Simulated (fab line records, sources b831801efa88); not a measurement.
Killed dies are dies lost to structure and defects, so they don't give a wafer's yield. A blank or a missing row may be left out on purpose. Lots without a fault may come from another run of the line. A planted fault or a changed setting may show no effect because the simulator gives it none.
Chamber matching | flow gf180mcu | GF_V2_CMP_26 on cmp-01: 4 sister chambers
The step polishes, stops on SiO2, t overpolish 15 s, target thk 0 nm. 4 wafers are shown with their chamber, then 7 later ones without.

WAFERS WITH THEIR CHAMBER
wafer  | chamber | time_to_endpoint_s (s)
L227.3 | 1       | 87.5
L229.2 | 2       | 83.6
L231.1 | 0       | 85.1
L231.3 | 3       | 85.8

WAFERS WITHOUT THEIR CHAMBER
wafer  | time_to_endpoint_s (s)
L231.4 | 88.8
L233.1 | 88.9
L233.3 | 83.6
L233.5 | 84.3
L245.3 | 81.3
L245.5 | 84.5
L245.6 | 85.1

WHICH CHAMBER EACH WENT THROUGH
wafer  | from the rows above          | in truth
L231.4 | can't be placed: 1 or 3      | 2
L233.1 | can't be placed: 1 or 3      | 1
L233.3 | can't be placed: 2 or 0 or 3 | 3
L233.5 | can't be placed: 2 or 0 or 3 | 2
L245.3 | can't be placed: 2 or 0 or 3 | 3
L245.5 | can't be placed: 0 or 2 or 3 | 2
L245.6 | can't be placed: 0 or 3 or 2 | 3
Placed correctly: 0 of 7. Can't be placed from these rows: 7 (the true chamber is among the candidates in 6). Placed wrongly: 0.
How it was worked out, from the rows above alone: a wafer's distance from a chamber is the root of the sum, over the readings, of the square of ((its reading less the chamber's mean) divided by the reading's scatter). The wafer belongs to the nearest chamber; if the next one is less than 2 further off, it can't be placed. A chamber's mean is the mean of its shown wafers. The scatter: with one shown wafer a chamber, the root of the mean of the squares of how far each hidden wafer lies from its nearest shown one.
